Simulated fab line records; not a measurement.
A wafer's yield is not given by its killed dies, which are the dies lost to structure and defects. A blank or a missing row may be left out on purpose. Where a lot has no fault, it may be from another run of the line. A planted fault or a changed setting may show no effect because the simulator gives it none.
The tool behind it: which one? + flow sky130 + 14 lots, 42 wafers sampled, at 5 steps of a route of 708

WHAT THE GAUGES SHOWED, per wafer
SKY_DNWELL_TW_MEAS_09.
| lot  | measured    | on            | DNWELL_TW      |
|------|-------------|---------------|----------------|
| L820 | day 3 15:52 | film-metro-02 | 1080 1082 1082 |
| L822 | day 4 01:36 | film-metro-01 | 1093 1100 1091 |
| L824 | day 4 06:23 | film-metro-04 | 1074 1086 1088 |
| L825 | day 4 17:40 | film-metro-01 | 1109 1104 1106 |
| L826 | day 4 23:20 | film-metro-04 | 1089 1090 1093 |
| L828 | day 5 11:26 | film-metro-04 | 1091 1098 1093 |
| L830 | day 5 18:37 | film-metro-02 | 1091 1091 1087 |
| L831 | day 5 21:32 | film-metro-01 | 1108 1115 1109 |
| L832 | day 6 01:34 | film-metro-01 | 1091 1099 1096 |
| L833 | day 6 07:16 | film-metro-01 | 1105 1102 1104 |
| L834 | day 6 12:40 | film-metro-04 | 1090 1098 1090 |
| L835 | day 6 17:46 | film-metro-04 | 1088 1083 1084 |
| L840 | day 7 21:13 | film-metro-02 | 1083 1076 1084 |
| L842 | day 8 13:18 | film-metro-02 | 1092 1087 1089 |

SKY_NWELL_RS_MEAS_29: measures by four-point-probe.
| lot  | measured     | on            | NWELL_RS (ohm/sq) |
|------|--------------|---------------|-------------------|
| L820 | day 5 19:53  | film-metro-04 | 627.1 627.1 626.7 |
| L822 | day 6 05:47  | film-metro-04 | 626.2 627.4 626.7 |
| L824 | day 6 08:59  | film-metro-01 | 623.1 622.2 623.1 |
| L825 | day 7 00:32  | film-metro-04 | 627.7 625.4 627.8 |
| L826 | day 7 07:06  | film-metro-01 | 624.8 624.2 624.8 |
| L828 | day 7 18:45  | film-metro-01 | 627.1 626.1 625.3 |
| L830 | day 8 09:50  | film-metro-02 | 624.1 623.7 622.4 |
| L831 | day 8 10:43  | film-metro-01 | 621.7 624.2 626.1 |
| L832 | day 8 13:51  | film-metro-04 | 623.7 622.9 623.6 |
| L833 | day 8 18:50  | film-metro-04 | 624.7 624.7 627.2 |
| L834 | day 9 01:00  | film-metro-04 | 622.8 622.6 620.1 |
| L835 | day 9 14:44  | film-metro-01 | 627.5 626.9 626.4 |
| L840 | day 10 14:29 | film-metro-04 | 625.1 627.2 626.3 |
| L842 | day 11 08:22 | film-metro-04 | 623.7 624.2 625.2 |

SKY_VT_ADJUST_LVTN_TW_MEAS_10.
| lot  | measured     | on            | VT_ADJUST_LVTN_TW |
|------|--------------|---------------|-------------------|
| L820 | day 7 15:13  | film-metro-04 | 237 237 238       |
| L822 | day 7 19:52  | film-metro-03 | 243 244 244       |
| L824 | day 8 01:04  | film-metro-03 | 244 243 244       |
| L825 | day 8 16:23  | film-metro-04 | 236 235 236       |
| L826 | day 9 00:18  | film-metro-04 | 239 238 240       |
| L828 | day 9 13:18  | film-metro-04 | 241 238 239       |
| L830 | day 10 05:41 | film-metro-01 | 240 239 240       |
| L831 | day 10 06:59 | film-metro-03 | 245 244 245       |
| L832 | day 10 09:49 | film-metro-03 | 246 244 244       |
| L833 | day 10 15:52 | film-metro-04 | 238 239 238       |
| L834 | day 10 21:10 | film-metro-03 | 30 30 30          |
| L835 | day 11 12:32 | film-metro-01 | 30 30 30          |
| L840 | day 12 14:43 | film-metro-03 | 243 243 241       |
| L842 | day 13 09:38 | film-metro-04 | 239 238 238       |

SKY_VT_ADJUST_HVTR_CD_MEAS_07: target cd 380 nm.
| lot  | measured     | on        | cd-nm (nm)        |
|------|--------------|-----------|-------------------|
| L820 | day 10 06:29 | cd-sem-01 | 380.0 382.1 380.6 |
| L822 | day 10 11:24 | cd-sem-01 | 374.5 376.7 379.0 |
| L824 | day 10 18:05 | cd-sem-02 | 382.3 381.4 381.5 |
| L825 | day 11 09:44 | cd-sem-02 | 383.6 381.3 381.3 |
| L826 | day 11 19:03 | cd-sem-02 | 382.8 379.4 379.4 |
| L828 | day 12 10:27 | cd-sem-01 | 378.6 381.8 378.4 |
| L830 | day 13 06:05 | cd-sem-01 | 383.0 382.9 382.1 |
| L831 | day 13 06:48 | cd-sem-02 | 378.0 380.2 380.8 |
| L832 | day 13 09:55 | cd-sem-01 | 382.8 379.8 380.4 |
| L833 | day 13 17:59 | cd-sem-01 | 379.0 378.6 377.5 |
| L840 | day 15 20:16 | cd-sem-01 | 383.4 382.7 381.3 |
| L842 | day 16 18:35 | cd-sem-01 | 374.5 376.5 377.1 |

EACH LOT AND THE TOOL THAT RAN IT (in order: tool; ch and the chambers of the sampled wafers; start)
| lot  | SKY_VT_ADJUST_LVTN_IMPLANT_08   |
|------|---------------------------------|
| L820 | implanter-04 ch 0, day 7 14:58  |
| L822 | implanter-01 ch 0, day 7 19:38  |
| L824 | implanter-04 ch 0, day 8 00:49  |
| L825 | implanter-04 ch 0, day 8 16:08  |
| L826 | implanter-01 ch 0, day 9 00:04  |
| L828 | implanter-04 ch 0, day 9 13:04  |
| L830 | implanter-04 ch 0, day 10 05:28 |
| L831 | implanter-03 ch 0, day 10 06:46 |
| L832 | implanter-01 ch 0, day 10 09:34 |
| L833 | implanter-01 ch 0, day 10 15:37 |
| L834 | implanter-04, day 10 20:55      |
| L835 | implanter-01, day 11 12:17      |
| L840 | implanter-01 ch 0, day 12 14:28 |
| L842 | implanter-04 ch 0, day 13 09:24 |
- SKY_VT_ADJUST_LVTN_IMPLANT_08

AS READ BY THE TOOLS THEMSELVES (means over the sampled wafers that have a number; for cases with no such wafer, the mark the record gives instead)
SKY_VT_ADJUST_LVTN_IMPLANT_08.
| lot  | tool         | beam-energy-keV | beam-on-s (s) |
|------|--------------|-----------------|---------------|
| L820 | implanter-04 | 29.999          | 9.81          |
| L822 | implanter-01 | 29.993          | 10.06         |
| L824 | implanter-04 | 30.002          | 10.12         |
| L825 | implanter-04 | 30.000          | 9.96          |
| L826 | implanter-01 | 29.995          | 10.01         |
| L828 | implanter-04 | 29.999          | 9.96          |
| L830 | implanter-04 | 29.994          | 9.90          |
| L831 | implanter-03 | 30.009          | 10.09         |
| L832 | implanter-01 | 30.000          | 9.87          |
| L833 | implanter-01 | 30.010          | 9.98          |
| L834 | implanter-04 | -               | -             |
| L835 | implanter-01 | -               | -             |
| L840 | implanter-01 | 30.000          | 9.98          |
| L842 | implanter-04 | 30.011          | 9.74          |

THE ANSWER, worked out from the rows above alone
Rule: the lots themselves supply what counts as usual. Put in order of their means at a reading, lots are off if they are a third of the lots or fewer, leave a main group of 4 or more, and stand apart from it by a gap of 3 or more times the standard deviation of the main group's means; of several such gaps the widest counts. A main group whose means are all the same, to the digits that the tables above print for the reading, isn't used. A lot without any number at a reading at which 4 lots or more have one is off too. Any other lot the step has rows for is counted as sound. The gauges are gone through in route order, then the tools' own readings, and for those a lot's mean is taken as printed above. The first step at which some lot is off is used, and at that step the reading that is off furthest; a lot without a number counts as furthest.
Off: L834, L835, seen at SKY_VT_ADJUST_LVTN_TW_MEAS_10 (VT_ADJUST_LVTN_TW). Main group: mean 241, sd 3.
If a tool, at a process step before that reading, ran all the lots that are off and no sound lot after the first of them, it fits. The gauges at SKY_VT_ADJUST_LVTN_TW_MEAS_10 aren't tried: what is off there is off at SKY_VT_ADJUST_LVTN_IMPLANT_08 too, on other tools, and a gauge's error can't cause that. Of those tried, none fits.

WHAT THE SIMULATOR HAD INSERTED
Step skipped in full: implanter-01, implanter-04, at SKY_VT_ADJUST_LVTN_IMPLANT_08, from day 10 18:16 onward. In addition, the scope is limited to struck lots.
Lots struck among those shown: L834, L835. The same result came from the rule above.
